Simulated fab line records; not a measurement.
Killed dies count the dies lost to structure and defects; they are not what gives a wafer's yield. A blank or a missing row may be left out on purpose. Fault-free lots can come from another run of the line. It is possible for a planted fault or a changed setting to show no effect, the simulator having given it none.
The same fault as seen by 2 desks | flow sky130 | every desk sees just its own numbers, and what lay behind them comes last

AT THE METROLOGY DESK
What the gauges read for every lot (on any tool): the sampled wafers with a number, averaged. Any lot whose mean is over 4 standard deviations away from the usual mean is out of limits and marked OUT; that distance is given in the brackets.
Columns: A = LDD_HVP_OVL at SKY_LDD_HVP_OVL_MEAS_07, usual 0.0 nm
lot  | first seen here | A
L154 | day 21 12:22    | 1.3
L155 | day 22 03:22    | -0.2
L156 | day 22 17:07    | -0.6
L157 | day 23 04:37    | -2.2
L158 | day 23 05:41    | 2.3
L162 | day 24 20:25    | -2.9
L165 | day 26 01:50    | -2.0
L167 | day 26 12:29    | -1.8
L169 | day 26 22:41    | 1.2
L171 | day 27 16:22    | 0.3
L172 | day 27 21:41    | 1.1
L176 | day 28 20:19    | 1.2
L177 | day 29 06:01    | -1.1
Finding of this desk: none of the 13 lots has anything out of limits.

THE TOOL OWNER'S DESK: litho track-03
The tool's own readings at SKY_SD_P_DEVELOP_06 (develop time 60 s): means of the sampled wafers that have a number, for each lot that ran on this tool. Any lot whose mean is over 4 standard deviations away from the usual mean is out of limits and marked OUT; that distance is given in the brackets.
Columns: A = developer temp C at SKY_SD_P_DEVELOP_06, usual 22.99 C
lot  | first seen here | A
L155 | day 25 23:34    | 22.90
L158 | day 26 22:55    | 22.91
L165 | day 29 18:55    | 22.90
L169 | day 30 15:22    | 23.65 (+6.0) OUT
L172 | day 31 14:14    | 23.70 (+6.4) OUT
This desk finds L169, L172 out of limits, L169 being first, at day 30 15:22 (developer temp C at SKY_SD_P_DEVELOP_06). L155, L158, L165 stayed within limits.

TAKEN TOGETHER
The tool owner's desk had the chance to raise an alarm at day 30 15:22 on L169, L172.
At the metrology desk, nothing out of limits was observed.
The metrology desk has L169, L172 on record, within its limits.
All the named lots went through SKY_SD_P_DEVELOP_06 on litho track-03.

WHAT HAD BEEN PUT IN BY THE SIMULATOR
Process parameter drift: litho track-03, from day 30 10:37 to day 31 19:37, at SKY_SD_P_DEVELOP_06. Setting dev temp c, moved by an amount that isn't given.
Shown lots that were struck: L169, L172.
Time in hours from fault onset to the first out-of-limits reading at each desk: the tool owner's desk, 5.
